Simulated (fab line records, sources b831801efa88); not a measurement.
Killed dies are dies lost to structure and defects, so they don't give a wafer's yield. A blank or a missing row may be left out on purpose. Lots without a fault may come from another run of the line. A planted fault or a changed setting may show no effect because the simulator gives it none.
Problem report in the 8D (eight disciplines) form, filled by code | flow gf180mcu | the parts of the form that need people (team, actions taken, sign-off) are left out

1. THE PROBLEM
V1_W_RS at GF_V1_RS_MEAS_24 reads a mean of 0.565 ohm/sq on 3 wafers of 3 lots; wafers without a fault read 0.325 ohm/sq with a standard deviation of 0.0034. That is +70 standard deviations from the usual mean.
The step: measures by four-point-probe.
First seen on wafer L810.6, day 20 05:00, on film_metro-04. The record holds 35 wafers of 12 lots with a number at this step. Rule for "out", or "out of limits": more than 4 standard deviations from the usual mean. The other wafers with a number count as sound.

2. WHAT IT IS AND WHAT IT IS NOT
question                    | is                     | is not
which readings at this step | V1_W_RS                | -
which lots                  | L810, L811, L812       | L807, L808, L809, L815, L819, L821, L822, L823, L829
which wafers of those lots  | L810.6, L811.6, L812.6 | L810.2, L810.3, L811.3, L811.5, L812.4
read on which gauges        | film_metro-04          | film_metro-01, film_metro-02
when                        | from day 20 05:00      | up to then (11 sound wafers); but 21 sound wafers of L811, L812, L815, L819, L821, L822, L823, L829 came after

3. SUSPECTS, AND WHAT RULES EACH OUT
Counting: a tool at a process step up to the reading stays a suspect if it ran every lot that is out. Sound lots after the first of them don't rule it out here, since some wafers of a struck lot are sound.
- the gauge at GF_V1_RS_MEAS_24: ruled out. All the wafers that are out were read on film_metro-04, but those of them that GF_V1_CMP_26 has rows for are out there too, on other tools.
- cvd_w-02 at GF_V1_CVD_23 (deposits W, target thk 350 nm, time 105.05 s): kept. It ran every lot that is out, first L810 (day 20 04:52); its last sound lot up to then is L809 (day 19 14:03).
Left after counting: cvd_w-02 at GF_V1_CVD_23.

4. THE CAUSE (what the simulator had put in)
Process parameter drift: cvd_w-02, from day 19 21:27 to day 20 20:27, at GF_V1_CVD_23. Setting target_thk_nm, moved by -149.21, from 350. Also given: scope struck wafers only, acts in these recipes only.
Counting left only this tool.

5. THE CHAIN OF EFFECTS, in route order
Each row: a reading whose mean over the struck wafers that have a number lies more than 3 standard deviations from the usual. Only readings for which the record gives a usual standard deviation are gone through. hours: the time from each lot's start at the first step in this table that gives one to its start at this step, as a median over the lots. sigmas: the change in usual standard deviations.
hours | step              | reading            | usual        | on struck wafers | change | sigmas
0     | GF_V1_RS_MEAS_24  | V1_W_RS            | 0.325 ohm/sq | 0.565            | +0.240 | +70
0     | GF_V1_THK_MEAS_25 | V1_W_THK           | 348 nm       | 204              | -144   | -34
0     | GF_V1_CMP_26      | time_to_endpoint_s | 86 s         | 53               | -33    | -7.6
The process steps in it:
- GF_V1_CMP_26: polishes, stops on SiO2, t overpolish 15 s, target thk 0 nm.
Later measuring or inspecting steps at which every struck wafer that the step has a row for has a number for every such reading, and none has moved that far: GF_M2_THK_MEAS_06.

6. WHAT WOULD HAVE CAUGHT IT SOONER
In this record the first reading out of limits at a measuring or inspecting step was taken at day 20 05:00, 8 hours after the fault began at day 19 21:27.
Of the tool readings at GF_V1_CVD_23 for which the record gives a usual standard deviation, none was out on any struck wafer, so an alarm limit of 4 standard deviations on them would not have fired.
Of the lots that are out (3), L811, L812 began GF_V1_CVD_23 on cvd_w-02 after day 20 05:00. A hold on the tool at that time would have spared those 2.
